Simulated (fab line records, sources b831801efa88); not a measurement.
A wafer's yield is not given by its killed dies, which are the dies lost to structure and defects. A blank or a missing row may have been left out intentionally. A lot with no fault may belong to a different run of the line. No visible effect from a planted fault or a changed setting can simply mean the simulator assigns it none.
Which of the tools did it? :: flow sky130 :: 11 lots with 33 wafers sampled at 4 steps, on a route of 708 steps

## WHAT EACH GAUGE READ, for each wafer
SKY_METAL1_RS_MEAS_05: measures by four-point-probe.
lot: L940
measured: day 31 09:17
on: film metro-01
METAL1_ALCU_RS (ohm/sq): 0.1254 0.1255 0.1260

lot: L943
measured: day 32 15:12
on: film metro-01
METAL1_ALCU_RS (ohm/sq): 0.1262 0.1263 0.1264

lot: L942
measured: day 32 17:19
on: film metro-01
METAL1_ALCU_RS (ohm/sq): 0.1259 0.1259 0.1259

lot: L944
measured: day 33 03:40
on: film metro-04
METAL1_ALCU_RS (ohm/sq): 0.1264 0.1263 0.1268

lot: L947
measured: day 33 15:22
on: film metro-01
METAL1_ALCU_RS (ohm/sq): 0.1261 0.1250 0.1254

lot: L950
measured: day 35 00:07
on: film metro-04
METAL1_ALCU_RS (ohm/sq): 0.1267 0.1276 0.1267

lot: L953
measured: day 37 12:44
on: film metro-03
METAL1_ALCU_RS (ohm/sq): 0.1275 0.1273 0.1265

lot: L957
measured: day 37 15:56
on: film metro-03
METAL1_ALCU_RS (ohm/sq): 0.1271 0.1269 0.1280

lot: L959
measured: day 37 17:44
on: film metro-03
METAL1_ALCU_RS (ohm/sq): 0.1279 0.1264 0.1273

lot: L962
measured: day 39 09:26
on: film metro-03
METAL1_ALCU_RS (ohm/sq): 0.1262 0.1258 0.1261

lot: L963
measured: day 39 11:45
on: film metro-03
METAL1_ALCU_RS (ohm/sq): 0.1249 0.1244 0.1257

## EACH LOT AND THE TOOL THAT RAN IT (in order: tool; ch and the chambers of the sampled wafers; start)
lot: L940
SKY_LI_CONTACT_CVD_21: cvd w-01 ch 0,1, day 28 22:09
SKY_CONTACT_ETCH_17: rie diel-03 ch 0,1,3, day 31 07:47
SKY_CONTACT_ETCH_18: rie diel-03 ch 0,1,3, day 31 09:17 or earlier

lot: L943
SKY_LI_CONTACT_CVD_21: cvd w-01 ch 0,1, day 30 04:18
SKY_CONTACT_ETCH_17: rie diel-04 ch 2,3, day 32 13:42
SKY_CONTACT_ETCH_18: rie diel-04 ch 2,3, day 32 15:12 or earlier

lot: L942
SKY_LI_CONTACT_CVD_21: cvd w-01 ch 0,1, day 30 04:52
SKY_CONTACT_ETCH_17: rie diel-03 ch 0,1, day 32 15:48
SKY_CONTACT_ETCH_18: rie diel-03 ch 0,1, day 32 17:19 or earlier

lot: L944
SKY_LI_CONTACT_CVD_21: cvd w-02 ch 0,1, day 30 15:16
SKY_CONTACT_ETCH_17: rie diel-01 ch 0,2,3, day 33 02:11
SKY_CONTACT_ETCH_18: rie diel-01 ch 0,2,3, day 33 03:40 or earlier

lot: L947
SKY_LI_CONTACT_CVD_21: cvd w-02 ch 0,1, day 31 04:55
SKY_CONTACT_ETCH_17: rie diel-04 ch 0,1,3, day 33 13:52
SKY_CONTACT_ETCH_18: rie diel-04 ch 0,1,3, day 33 15:22 or earlier

lot: L950
SKY_LI_CONTACT_CVD_21: cvd w-01 ch 0,1, day 32 15:19
SKY_CONTACT_ETCH_17: rie diel-01 ch 0,1, day 34 22:33
SKY_CONTACT_ETCH_18: rie diel-01 ch 0,1, day 35 00:07 or earlier

lot: L953
SKY_LI_CONTACT_CVD_21: cvd w-02 ch 0,1, day 35 03:01
SKY_CONTACT_ETCH_17: rie diel-01 ch 0,2, day 37 11:12
SKY_CONTACT_ETCH_18: rie diel-01 ch 0,2, day 37 12:44 or earlier

lot: L957
SKY_LI_CONTACT_CVD_21: cvd w-01 ch 0,1, day 35 06:39
SKY_CONTACT_ETCH_17: rie diel-01 ch 0,3, day 37 14:24
SKY_CONTACT_ETCH_18: rie diel-01 ch 0,3, day 37 15:56 or earlier

lot: L959
SKY_LI_CONTACT_CVD_21: cvd w-02 ch 0,1, day 35 09:38
SKY_CONTACT_ETCH_17: rie diel-04 ch 1,2,3, day 37 16:12
SKY_CONTACT_ETCH_18: rie diel-04 ch 1,2,3, day 37 17:44 or earlier

lot: L962
SKY_LI_CONTACT_CVD_21: cvd w-02 ch 0,1, day 37 02:40
SKY_CONTACT_ETCH_17: rie diel-03 ch 2,3, day 39 07:49
SKY_CONTACT_ETCH_18: rie diel-03 ch 2,3, day 39 09:26 or earlier

lot: L963
SKY_LI_CONTACT_CVD_21: cvd w-02 ch 0,1, day 37 04:25
SKY_CONTACT_ETCH_17: rie diel-03 ch 0,2,3, day 39 10:16
SKY_CONTACT_ETCH_18: rie diel-03 ch 0,2,3, day 39 11:45 or earlier
- SKY_LI_CONTACT_CVD_21: deposits W, target thk 400 nm, time 120.56 s.
- SKY_CONTACT_ETCH_17: etches SiO2 in C4F8/O2/Ar, stops on Si3N4, target depth 340 nm.
- SKY_CONTACT_ETCH_18: etches Si3N4 in CHF3/O2, stops on TiN, time 39 s, target depth 75 nm.

## THE ANSWER, worked out from the rows above alone
Rule: what is usual is taken from the lots themselves. Put in order of their means at a reading, lots are off if they are a third of the lots or fewer, leave a main group of 4 or more, and stand apart from it by a gap of 3 or more times the standard deviation of the main group's means; of several such gaps the widest counts. The tables above print the reading to a certain number of digits; a main group whose means all agree to those digits is not used. A lot without any number at a reading at which 4 lots or more have one is off too. The other lots that the step has rows for count as sound.
No lot is off on any of the readings shown, so nothing can be concluded from this.

## WHAT THE SIMULATOR HAD INSERTED
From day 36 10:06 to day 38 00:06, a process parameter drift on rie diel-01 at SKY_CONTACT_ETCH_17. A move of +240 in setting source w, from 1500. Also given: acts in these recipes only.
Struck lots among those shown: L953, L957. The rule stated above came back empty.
